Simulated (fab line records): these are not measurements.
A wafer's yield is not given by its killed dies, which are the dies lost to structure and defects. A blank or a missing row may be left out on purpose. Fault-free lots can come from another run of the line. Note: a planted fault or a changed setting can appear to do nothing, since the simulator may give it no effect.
Which tool was responsible?	flow sky130	12 lots (36 wafers sampled), 1 step of a 708-step route

== WHAT THE GAUGES READ, wafer by wafer ==
SKY_LOCAL_INTERCONNECT_CD_MEAS_11: the cd target is 170 nm.
lot	measured	on	cd-nm (nm)
L075	day 30 10:46	cd-sem-02	169.6 168.9 169.0
L078	day 32 06:24	cd-sem-01	168.9 170.5 170.6
L080	day 32 15:58	cd-sem-02	169.7 169.6 168.3
L082	day 33 00:50	cd-sem-02	165.9 168.2 167.4
L084	day 33 09:10	cd-sem-01	170.7 168.1 168.9
L085	day 33 18:19	cd-sem-01	172.1 171.2 171.7
L087	day 34 12:14	cd-sem-01	172.8 174.4 171.8
L089	day 34 23:23	cd-sem-01	169.9 172.3 171.0
L091	day 35 13:52	cd-sem-02	171.4 171.1 170.9
L093	day 36 10:13	cd-sem-01	169.9 168.1 167.1
L095	day 36 17:26	cd-sem-02	169.5 171.2 169.5
L097	day 37 08:34	cd-sem-02	168.1 168.4 167.2

== TOOL THAT RAN EACH LOT (tool first, then ch and the chambers of the sampled wafers, then the start) ==
The record holds no process step before these readings.

== THE ANSWER, worked out from the rows above alone ==
Rule: the lots themselves supply what counts as usual. Put in order of their means at a reading, lots are off if they are a third of the lots or fewer, leave a main group of 4 or more, and stand apart from it by a gap of 3 or more times the standard deviation of the main group's means; of several such gaps the widest counts. The tables above print the reading to a certain number of digits; a main group whose means all agree to those digits is not used. Also off: a lot with no number at a reading for which 4 or more lots have one. All remaining lots with rows at the step are treated as sound.
Nothing can be told from this: no lot is off at any reading shown.

== WHAT THE SIMULATOR PUT IN ==
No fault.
